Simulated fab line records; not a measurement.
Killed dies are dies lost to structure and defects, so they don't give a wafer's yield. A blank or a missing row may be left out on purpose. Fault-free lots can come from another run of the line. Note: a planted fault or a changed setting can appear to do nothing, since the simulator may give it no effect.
Comparing a struck lot with a sound one    flow sky130    15 steps out of a route of 708
Sound: wafers L312.2, L312.3, L312.6. Struck: wafers L327.1, L327.2, L327.6. The cause comes at the end.
At each step with rows: each side's tool, then ch and its chambers, then its first start. Under that, the readings that differ: sound wafers    struck wafers    difference of the means    sigmas: that difference in standard deviations of wafers without a fault.
alike: readings with means less than 2 such deviations apart, plus words and numbers identical on both sides. not compared: withheld readings, readings lacking a value on some wafer, bounds such as >300 that could conceal the same value, and numbers that have no deviation in the record and whose values overlap.
The two part at a step that has a row with sigmas, a row that says differs or no value, or rows on one side only. When numbers do not overlap yet have no deviation, they are printed without sigmas and do not part them. A reading that every wafer of one side lacks parts them only if that side has two wafers or more.

SKY_LDD_HVP_TW_MEAS_10:
  sound on film-metro-03 at day 23 16:22; struck on film-metro-01 at day 29 06:34
  alike: LDD_HVP_TW
then, 7 steps without rows for these wafers: SKY_LDD_LDN_DEHYDRATE_00 (time 60 s); SKY_LDD_LDN_HMDS_01 (prime time 60 s); SKY_LDD_LDN_COAT_02 (resist thk 1140 nm); SKY_LDD_LDN_SOFTBAKE_03 (time 60 s); SKY_LDD_LDN_EXPOSE_04 (exposes mask LDNTM, target cd 700 nm); SKY_LDD_LDN_PEB_05; SKY_LDD_LDN_DEVELOP_06 (develop time 60 s).
SKY_LDD_LDN_OVL_MEAS_07:
  sound on overlay-01 at day 24 22:17; struck on overlay-01 at day 30 10:20
  alike: LDD_LDN_OVL
then, 3 steps without rows for these wafers: SKY_LDD_LDN_IMPLANT_08; SKY_LDD_LDN_IMPLANT_09; SKY_LDD_LDN_IMPLANT_10.
SKY_LDD_LDN_IMPLANT_11:
  sound on implanter-03 ch 0, day 24 22:47; struck on implanter-01 ch 0, day 30 10:49
reading             sound                           struck                        difference  sigmas
dose-ions-cm2       1.2476e+13 1.25e+13 1.2486e+13  7.46e+12 7.445e+12 7.459e+12  -5.03e+12   -99 or more
faraday-current-uA  72.6 70.7 69.8                  40.4 41.4 42.0                -29.8       -21
  alike: beam-on-s
SKY_LDD_LDN_STRIP_12: strips in O2/N2.
  sound on plasma-asher-02 ch 0,1, day 24 22:55; struck on plasma-asher-04 ch 0,1, day 30 10:58
  alike: chamber-pressure-mTorr, drypump-motor-current-A, oes-product-au, strip-time-to-endpoint-s
  not compared: rf-hours-counter-h
-- the record jumps here: 20 days lie between the struck wafers' starts before and after (it left off in module LDD_LDN and takes up again in module PAD_OPEN, whose first step shown is number 708 of the route) --
SKY_PAD_OPEN_PROBE_99:
  sound on prober-02 at day 47 07:29; struck on prober-02 at day 50 18:39
reading                          sound           struck          difference  sigmas
model.etest.tip-sonos.rs-ohm-sq  2662 2682 2644  2884 2896 2907  +233        
  alike: killed_at_M0_to_M3, killed_at_M4_up, killed-at-contacts, killed-at-front-end, killed-at-other, killed-dies, killed-open, killed-short

## WHERE THEY PART
SKY_LDD_LDN_IMPLANT_11 only, going by this record. Later steps at which nothing parts them and some readings are alike: SKY_LDD_LDN_STRIP_12, SKY_PAD_OPEN_PROBE_99.

WHY: the cause the simulator had injected
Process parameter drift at SKY_LDD_LDN_IMPLANT_11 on implanter-01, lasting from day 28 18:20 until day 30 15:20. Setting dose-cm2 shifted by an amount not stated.
